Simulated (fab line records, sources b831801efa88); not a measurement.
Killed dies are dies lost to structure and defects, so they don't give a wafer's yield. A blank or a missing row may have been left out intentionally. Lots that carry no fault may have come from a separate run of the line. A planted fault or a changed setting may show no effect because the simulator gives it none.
Chamber matching + flow sky130 + 4 sister chambers for SKY_FIELD_ISO_CMP_27 on cmp-02
The step polishes, stops on Si3N4, t overpolish 16 s, target thk 457.8 nm. 4 wafers are shown with their chamber, then 10 later ones without.

## WAFERS, EACH WITH ITS CHAMBER
| wafer  | chamber | motor current A (A) |
|--------|---------|---------------------|
| L197.1 | 0       | 11.4                |
| L197.3 | 1       | 12.3                |
| L200.1 | 2       | 11.6                |
| L200.2 | 3       | 10.3                |

## WAFERS WITHOUT THEIR CHAMBER
| wafer  | motor current A (A) |
|--------|---------------------|
| L200.6 | 12.6                |
| L204.3 | 9.8                 |
| L204.4 | 11.5                |
| L204.6 | 10.3                |
| L209.1 | 10.3                |
| L209.2 | 12.6                |
| L209.5 | 12.5                |
| L211.1 | 10.6                |
| L211.5 | 11.9                |
| L211.6 | 11.9                |

## THE CHAMBER EACH PASSED THROUGH
| wafer  | from the rows above          | in truth                   |
|--------|------------------------------|----------------------------|
| L200.6 | 1                            | 1                          |
| L204.3 | 3                            | 3                          |
| L204.4 | can't be placed: 0 or 2      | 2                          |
| L204.6 | 3                            | 3                          |
| L209.1 | 3                            | 3                          |
| L209.2 | 1                            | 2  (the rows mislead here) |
| L209.5 | 1                            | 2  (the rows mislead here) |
| L211.1 | can't be placed: 3 or 0      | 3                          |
| L211.5 | can't be placed: 2 or 1 or 0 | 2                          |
| L211.6 | can't be placed: 2 or 1 or 0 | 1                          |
Correct placement for 4 of the 10. From these rows, 4 cannot be placed; in 4 the true chamber is one of the candidates. Wrongly placed: 2.
How it was worked out, from the rows above alone: a wafer's distance from a chamber is the root of the sum, over the readings, of the square of ((its reading less the chamber's mean) divided by the reading's scatter). If the next closest chamber is less than 2 further off than the closest, the wafer can't be placed; otherwise it belongs to the closest. For every chamber, the mean is computed from those of its wafers that are shown. The scatter (one wafer shown for each chamber): square how far every hidden wafer sits from the nearest shown wafer, average those squares and take the square root.
